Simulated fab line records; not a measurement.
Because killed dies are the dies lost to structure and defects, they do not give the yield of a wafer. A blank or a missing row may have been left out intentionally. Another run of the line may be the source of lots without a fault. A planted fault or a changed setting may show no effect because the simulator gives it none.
2 desks looking at one fault ; flow sky130 ; what lay behind the numbers comes last; until then each desk has only its own

THE TOOL OWNER'S DESK: furnace-02
The tool's own readings at SKY_NWELL_OXIDATION_01 (stabilise 600 s, purge 300 s, target thk 10 nm): means of the sampled wafers that have a number, for each lot that ran on this tool. Any lot whose mean is over 4 standard deviations away from the usual mean is out of limits and marked OUT; that distance is given in the brackets.
Columns: A = spike_tc_bottom_C at SKY_NWELL_OXIDATION_01, usual 915.1 C; B = spike_tc_centre_C at SKY_NWELL_OXIDATION_01, usual 901.7 C; C = spike_tc_lower_C at SKY_NWELL_OXIDATION_01, usual 901.0 C; D = spike_tc_top_C at SKY_NWELL_OXIDATION_01, usual 909.1 C; E = spike_tc_upper_C at SKY_NWELL_OXIDATION_01, usual 899.1 C; F = tube_center_temp_C at SKY_NWELL_OXIDATION_01, usual 899.99 C; G = tube_center_temp_C_max at SKY_NWELL_OXIDATION_01, usual 902.3
lot;first seen here;A;B;C;D;E;F;G
L497;day 3 09:44;912.9;902.3;900.4;907.6;898.8;899.99;902.2
L501;day 4 02:05;913.7;901.7;900.4;906.3;897.5;900.04;902.2
L505;day 5 02:37;913.2;902.8;900.7;906.5;898.2;899.94;902.5
L510;day 6 03:34;934.9 (+7.6) OUT;922.0 (+17) OUT;920.6 (+20) OUT;926.5 (+6.4) OUT;918.2 (+12) OUT;920.30 (+99 or more) OUT;922.6 (+61) OUT
L512;day 6 15:46;933.9 (+7.2) OUT;922.9 (+18) OUT;921.1 (+20) OUT;927.1 (+6.7) OUT;919.0 (+12) OUT;920.32 (+99 or more) OUT;922.7 (+62) OUT
This desk finds L510, L512 out of limits, L510 being first, at day 6 03:34 (spike_tc_bottom_C at SKY_NWELL_OXIDATION_01). Within limits: L497, L501, L505.

THE METROLOGY DESK
What the gauges read, lot by lot, whatever tool the lot ran on: means of the sampled wafers that have a number. Any lot whose mean is over 4 standard deviations away from the usual mean is out of limits and marked OUT; that distance is given in the brackets.
Columns: A = FIELD_ISO_OXIDATION_00_THK at SKY_FIELD_ISO_THK_MEAS_02, usual 12.21 nm; B = FIELD_ISO_CVD_03_THK at SKY_FIELD_ISO_THK_MEAS_04, usual 165.0 nm; C = NWELL_OXIDATION_THK at SKY_NWELL_THK_MEAS_02, usual 9.92 nm
lot;first seen here;A;B;C
L494;day 1 16:38;12.38;165.7;10.11
L496;day 2 04:31;12.17;165.2;9.83
L497;day 2 08:32;11.99;165.3;9.86
L498;day 2 12:38;12.11;164.3;9.75
L499;day 2 18:54;12.16;164.6;9.93
L500;day 2 22:57;12.01;164.0;9.74
L501;day 3 03:38;12.08;163.2;10.01
L503;day 3 14:04;12.26;164.4;9.99
L505;day 3 23:38;11.98;165.2;9.79
L510;day 5 02:37;12.05;163.7;12.18 (+15) OUT
L512;day 5 13:32;11.95;167.7;12.48 (+17) OUT
L516;day 6 06:38;12.09;168.7;10.09
This desk's result: L510, L512 out of limits, first on L510 (NWELL_OXIDATION_THK at SKY_NWELL_THK_MEAS_02), day 6 04:57. Within limits: L494, L496, L497, L498, L499, L500, L501, L503, L505, L516.

TAKEN TOGETHER
The tool owner's desk could have raised an alarm at day 6 03:34, on L510, L512.
Metrology desk: alarm possible at day 6 04:57 on L510, L512.
Of the lots named, all ran SKY_NWELL_OXIDATION_01 on furnace-02.

WHAT THE SIMULATOR HAD INSERTED
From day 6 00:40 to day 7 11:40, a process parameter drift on furnace-02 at SKY_NWELL_OXIDATION_01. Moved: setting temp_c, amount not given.
Lots struck among those shown: L510, L512.
Delay (hours) between the fault's onset and each desk's first out-of-limits reading: 3 at the tool owner's desk, 4 at the metrology desk.
